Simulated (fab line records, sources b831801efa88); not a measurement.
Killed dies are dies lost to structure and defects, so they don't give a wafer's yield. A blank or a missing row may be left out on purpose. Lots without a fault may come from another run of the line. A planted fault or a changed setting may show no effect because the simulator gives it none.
Which tool did it? | flow sky130 | 24 lots, 72 wafers sampled, at 5 steps of a route of 708

WHAT THE GAUGES READ, wafer by wafer
SKY_CAP2M_THK_MEAS_01. Usual: CAP2M_CVD_00_THK 15.42 nm, standard deviation 0.22.
lot  | measured     | on            | CAP2M_CVD_00_THK (nm) | flag
L074 | day 39 11:43 | film_metro-02 | 15.27 15.42 15.68     |
L075 | day 39 17:33 | film_metro-03 | 15.29 15.41 15.53     |
L076 | day 40 02:10 | film_metro-04 | 15.03 15.32 15.27     |
L077 | day 40 10:01 | film_metro-03 | 15.46 15.28 15.49     |
L078 | day 40 19:47 | film_metro-03 | 15.14 15.41 15.51     |
L079 | day 41 01:57 | film_metro-04 | 15.25 15.22 15.06     |
L080 | day 41 09:19 | film_metro-03 | 15.51 15.30 15.52     |
L081 | day 41 20:42 | film_metro-02 | 15.65 15.39 15.78     |
L082 | day 42 14:42 | film_metro-04 | 15.06 15.15 15.09     |
L085 | day 43 03:12 | film_metro-04 | 15.12 15.38 15.46     |
L084 | day 43 04:34 | film_metro-04 | 15.32 15.21 15.50     |
L083 | day 43 06:20 | film_metro-04 | 15.39 15.22 15.29     |
L086 | day 43 13:56 | film_metro-02 | 15.47 15.41 15.66     |
L087 | day 43 13:59 | film_metro-03 | 15.15 15.27 15.29     |
L088 | day 43 17:28 | film_metro-04 | 15.44 15.49 15.48     |
L089 | day 44 02:57 | film_metro-02 | 15.67 15.76 15.72     |
L090 | day 44 08:49 | film_metro-03 | 15.60 15.44 15.72     |
L091 | day 44 10:38 | film_metro-04 | 15.33 15.49 15.59     |
L092 | day 45 03:10 | film_metro-03 | 15.50 15.21 15.43     |
L093 | day 45 04:34 | film_metro-04 | 15.18 15.58 15.52     |
L094 | day 45 05:25 | film_metro-03 | 15.16 15.71 15.20     |
L095 | day 45 12:13 | film_metro-02 | 15.46 15.84 15.61     |
L096 | day 45 20:01 | film_metro-04 | 15.07 15.58 15.56     |
L097 | day 46 01:52 | film_metro-04 | 15.36 15.38 15.62     |

WHICH TOOL RAN EACH LOT (tool, then ch and the chambers of the sampled wafers, then the start)
lot  | SKY_VIA1_CMP_02               | SKY_METAL2_SPUTTER_03        | SKY_METAL2_DESCUM_17              | SKY_VIA3_CMP_02
L074 | cmp-02 ch 1,2, day 32 13:09   | pvd_sputter-02, day 33 18:32 | rie_metal-01 ch 0,1, day 34 21:37 | cmp-01 ch 2,3, day 38 08:32
L075 | cmp-01 ch 0,1,3, day 32 18:12 | pvd_sputter-01, day 33 23:20 | rie_metal-03 ch 0,1, day 35 02:04 | cmp-02 ch 0,2,3, day 38 14:16
L076 | cmp-01 ch 2,3, day 33 06:02   | pvd_sputter-02, day 34 10:58 | rie_metal-03 ch 0,1, day 35 13:57 | cmp-01 ch 0,2,3, day 39 00:00
L077 | cmp-02 ch 1,2,3, day 33 12:50 | pvd_sputter-04, day 34 17:57 | rie_metal-01 ch 0,1, day 35 21:07 | cmp-01 ch 0,1,3, day 39 07:31
L078 | cmp-02 ch 1,3, day 33 23:46   | pvd_sputter-01, day 35 04:36 | rie_metal-01 ch 0,1, day 36 08:07 | cmp-01 ch 0,3, day 39 17:58
L079 | cmp-01 ch 1,2,3, day 34 06:46 | pvd_sputter-01, day 35 10:48 | rie_metal-02 ch 0,1, day 36 14:04 | cmp-02 ch 1,2,3, day 40 00:03
L080 | cmp-02 ch 0,1,3, day 34 15:52 | pvd_sputter-02, day 35 20:39 | rie_metal-03 ch 0, day 36 23:49   | cmp-01 ch 0,3, day 40 06:47
L081 | cmp-02 ch 0,1, day 35 02:41   | pvd_sputter-02, day 36 07:36 | rie_metal-01 ch 0,1, day 37 10:55 | cmp-01 ch 0,2,3, day 40 18:30
L082 | cmp-01 ch 0,1,3, day 36 02:43 | pvd_sputter-02, day 37 06:06 | rie_metal-01 ch 1, day 38 07:52   | cmp-01 ch 2,3, day 41 12:46
L085 | cmp-01 ch 0,1,3, day 36 10:04 | pvd_sputter-04, day 37 14:54 | rie_metal-03 ch 0,1, day 38 19:07 | cmp-02 ch 0,1,2, day 42 01:58
L084 | cmp-02 ch 2,3, day 36 17:08   | pvd_sputter-02, day 37 20:51 | rie_metal-03 ch 0,1, day 38 21:55 | cmp-01 ch 1,3, day 42 03:35
L083 | cmp-01 ch 0,2, day 36 18:05   | pvd_sputter-02, day 37 21:35 | rie_metal-02 ch 0,1, day 38 23:10 | cmp-01 ch 0,1, day 42 05:52
L086 | cmp-01 ch 0,2,3, day 37 01:54 | pvd_sputter-02, day 38 05:30 | rie_metal-01 ch 1, day 39 05:38   | cmp-02 ch 1,3, day 42 12:41
L087 | cmp-01 ch 1,2, day 37 03:10   | pvd_sputter-04, day 38 06:30 | rie_metal-03 ch 0,1, day 39 07:32 | cmp-02 ch 0,1, day 42 12:56
L088 | cmp-01 ch 1,3, day 37 07:58   | pvd_sputter-02, day 38 10:28 | rie_metal-01 ch 1, day 39 11:52   | cmp-02 ch 1,2, day 42 16:29
L089 | cmp-01 ch 0,2,3, day 37 18:02 | pvd_sputter-04, day 38 20:58 | rie_metal-02 ch 0,1, day 39 22:29 | cmp-02 ch 1,2,3, day 43 01:59
L090 | cmp-02 ch 0,3, day 38 00:19   | pvd_sputter-04, day 39 03:39 | rie_metal-03 ch 0,1, day 40 04:31 | cmp-02 ch 0,2, day 43 08:47
L091 | cmp-02 ch 0,2,3, day 38 03:32 | pvd_sputter-04, day 39 05:49 | rie_metal-03 ch 0,1, day 40 07:34 | cmp-02 ch 0,3, day 43 10:47
L092 | cmp-01 ch 0,1, day 38 22:16   | pvd_sputter-04, day 40 00:54 | rie_metal-02 ch 1, day 41 01:22   | cmp-02 ch 1,3, day 44 03:34
L093 | cmp-01 ch 0,1,2, day 38 23:36 | pvd_sputter-04, day 40 01:35 | rie_metal-03 ch 0,1, day 41 02:01 | cmp-01 ch 1,2,3, day 44 04:19
L094 | cmp-02 ch 2,3, day 38 23:52   | pvd_sputter-02, day 40 02:14 | rie_metal-02 ch 0,1, day 41 02:38 | cmp-01 ch 0,1, day 44 04:52
L095 | cmp-01 ch 0,2, day 39 08:10   | pvd_sputter-04, day 40 10:16 | rie_metal-01 ch 1, day 41 10:40   | cmp-01 ch 0,1,2, day 44 12:37
L096 | cmp-02 ch 0,2,3, day 39 16:04 | pvd_sputter-02, day 40 18:27 | rie_metal-03 ch 0,1, day 41 18:19 | cmp-02 ch 0,1,2, day 44 20:15
L097 | cmp-02 ch 0,3, day 40 00:56   | pvd_sputter-02, day 41 02:55 | rie_metal-02 ch 1, day 42 03:14   | cmp-01 ch 0,2,3, day 45 03:07
- SKY_VIA1_CMP_02: polishes SiO2.
- SKY_METAL2_SPUTTER_03: material Ti, target thk 5 nm, time 3.3 s.
- SKY_METAL2_DESCUM_17: chemistry O2, time 8 s.
- SKY_VIA3_CMP_02: polishes SiO2.

WHAT THE TOOLS THEMSELVES READ (means of the sampled wafers that have a number; where no wafer has one, the mark that the record gives instead)
SKY_VIA1_CMP_02. Usual: motor_current_A 12.2 A, standard deviation 1.7; platen_rpm 60.00 rpm, standard deviation 0.04; slurry_flow_ml_min 150.0, standard deviation 0.42.
lot  | tool   | motor_current_A (A) | platen_rpm (rpm) | slurry_flow_ml_min | flag
L074 | cmp-02 | 12.4                | 60.00            | 150.1              |
L075 | cmp-01 | 11.3                | 59.99            | 150.2              |
L076 | cmp-01 | 11.5                | 59.95            | 150.3              |
L077 | cmp-02 | 12.5                | 59.98            | 149.9              |
L078 | cmp-02 | 13.6                | 60.02            | 149.9              |
L079 | cmp-01 | 11.9                | 60.01            | 149.9              |
L080 | cmp-02 | 13.4                | 59.98            | 150.2              |
L081 | cmp-02 | 14.8                | 60.01            | 150.3              |
L082 | cmp-01 | 11.1                | 59.99            | 150.3              |
L085 | cmp-01 | 11.6                | 59.98            | 150.2              |
L084 | cmp-02 | 11.1                | 60.03            | 150.4              |
L083 | cmp-01 | 12.3                | 59.98            | 149.8              |
L086 | cmp-01 | 12.3                | 60.02            | 150.2              |
L087 | cmp-01 | 11.4                | 60.01            | 150.2              |
L088 | cmp-01 | 11.2                | 59.98            | 149.8              |
L089 | cmp-01 | 11.7                | 60.02            | 150.4              |
L090 | cmp-02 | 13.9                | 59.97            | 150.2              |
L091 | cmp-02 | 12.5                | 60.01            | 149.9              |
L092 | cmp-01 | 10.9                | 60.01            | 150.0              |
L093 | cmp-01 | 11.4                | 59.98            | 149.9              |
L094 | cmp-02 | 11.2                | 60.02            | 149.8              |
L095 | cmp-01 | 12.5                | 60.02            | 149.7              |
L096 | cmp-02 | 12.1                | 59.97            | 149.6              |
L097 | cmp-02 | 12.3                | 59.96            | 150.0              |

SKY_METAL2_SPUTTER_03. Usual: throttle_valve_pct 30.2 %, standard deviation 1.
lot  | tool           | throttle_valve_pct (%) | flag
L074 | pvd_sputter-02 | 30.4                   |
L075 | pvd_sputter-01 | 31.1                   |
L076 | pvd_sputter-02 | 30.5                   |
L077 | pvd_sputter-04 | 29.4                   |
L078 | pvd_sputter-01 | 30.4                   |
L079 | pvd_sputter-01 | 30.5                   |
L080 | pvd_sputter-02 | 30.5                   |
L081 | pvd_sputter-02 | 30.7                   |
L082 | pvd_sputter-02 | 30.4                   |
L085 | pvd_sputter-04 | 29.4                   |
L084 | pvd_sputter-02 | 30.9                   |
L083 | pvd_sputter-02 | 30.2                   |
L086 | pvd_sputter-02 | 30.3                   |
L087 | pvd_sputter-04 | 30.4                   |
L088 | pvd_sputter-02 | 30.4                   |
L089 | pvd_sputter-04 | 29.5                   |
L090 | pvd_sputter-04 | 29.5                   |
L091 | pvd_sputter-04 | 29.3                   |
L092 | pvd_sputter-04 | 30.2                   |
L093 | pvd_sputter-04 | 30.2                   |
L094 | pvd_sputter-02 | 30.5                   |
L095 | pvd_sputter-04 | 28.5                   |
L096 | pvd_sputter-02 | 30.7                   |
L097 | pvd_sputter-02 | 30.3                   |

SKY_METAL2_DESCUM_17. Usual: drypump_motor_current_A 5.7 A, standard deviation 0.42; oes_product_au 1.008 a.u., standard deviation 0.0096.
lot  | tool         | drypump_motor_current_A (A) | oes_product_au (a.u.) | flag
L074 | rie_metal-01 | 5.4                         | 1.009                 |
L075 | rie_metal-03 | 5.5                         | 1.009                 |
L076 | rie_metal-03 | 5.5                         | 1.011                 |
L077 | rie_metal-01 | 5.4                         | 1.014                 |
L078 | rie_metal-01 | 5.4                         | 1.020                 |
L079 | rie_metal-02 | 6.4                         | 1.003                 |
L080 | rie_metal-03 | 5.4                         | 0.996                 |
L081 | rie_metal-01 | 5.7                         | 0.996                 |
L082 | rie_metal-01 | 6.0                         | 1.001                 |
L085 | rie_metal-03 | 5.5                         | 1.012                 |
L084 | rie_metal-03 | 5.5                         | 1.017                 |
L083 | rie_metal-02 | 6.2                         | 1.008                 |
L086 | rie_metal-01 | 6.0                         | 1.000                 |
L087 | rie_metal-03 | 5.5                         | 1.011                 |
L088 | rie_metal-01 | 6.0                         | 0.997                 |
L089 | rie_metal-02 | 6.4                         | 1.008                 |
L090 | rie_metal-03 | 5.5                         | 1.006                 |
L091 | rie_metal-03 | 5.5                         | 1.021                 |
L092 | rie_metal-02 | 6.0                         | 1.011                 |
L093 | rie_metal-03 | 5.5                         | 1.025                 |
L094 | rie_metal-02 | 6.2                         | 1.006                 |
L095 | rie_metal-01 | 6.0                         | 0.998                 |
L096 | rie_metal-03 | 5.5                         | 1.021                 |
L097 | rie_metal-02 | 6.0                         | 1.007                 |

SKY_VIA3_CMP_02. Usual: motor_current_A 12.4 A, standard deviation 1.8; platen_rpm 60.01 rpm, standard deviation 0.04; slurry_flow_ml_min 150.0, standard deviation 0.48.
lot  | tool   | motor_current_A (A) | platen_rpm (rpm) | slurry_flow_ml_min | flag
L074 | cmp-01 | 11.9                | 60.05            | 150.4              |
L075 | cmp-02 | 12.3                | 59.99            | 150.4              |
L076 | cmp-01 | 12.2                | 60.00            | 150.1              |
L077 | cmp-01 | 11.3                | 59.92            | 150.2              |
L078 | cmp-01 | 12.3                | 59.97            | 149.7              |
L079 | cmp-02 | 12.3                | 60.03            | 149.8              |
L080 | cmp-01 | 12.0                | 60.01            | 150.3              |
L081 | cmp-01 | 12.5                | 59.97            | 149.9              |
L082 | cmp-01 | 11.8                | 60.00            | 149.6              |
L085 | cmp-02 | 14.0                | 60.02            | 150.3              |
L084 | cmp-01 | 10.9                | 60.03            | 149.9              |
L083 | cmp-01 | 11.2                | 60.05            | 149.6              |
L086 | cmp-02 | 13.5                | 60.00            | 150.0              |
L087 | cmp-02 | 14.7                | 59.97            | 150.1              |
L088 | cmp-02 | 14.0                | 60.02            | 150.3              |
L089 | cmp-02 | 12.2                | 59.99            | 149.9              |
L090 | cmp-02 | 14.0                | 60.01            | 150.0              |
L091 | cmp-02 | 12.1                | 59.94            | 150.0              |
L092 | cmp-02 | 12.2                | 60.03            | 149.4              |
L093 | cmp-01 | 10.8                | 60.00            | 150.1              |
L094 | cmp-01 | 11.6                | 60.03            | 149.4              |
L095 | cmp-01 | 11.2                | 60.00            | 149.5              |
L096 | cmp-02 | 14.1                | 60.01            | 150.6              |
L097 | cmp-01 | 11.8                | 60.02            | 150.0              |

THE ANSWER, worked out from the rows above alone
Rule: a lot is off if the mean of its wafers that have a number lies more than 3 standard deviations from the usual mean. A lot without any number at a reading at which 4 lots or more have one is off too. The other lots that the step has rows for count as sound. The gauges are gone through in route order, then the tools' own readings, and for those a lot's mean is taken as printed above. The first step at which some lot is off is used, and at that step the reading that is off furthest; a lot without a number counts as furthest.
No lot is off at any reading shown: from this, nothing can be told.

WHAT THE SIMULATOR HAD PUT IN
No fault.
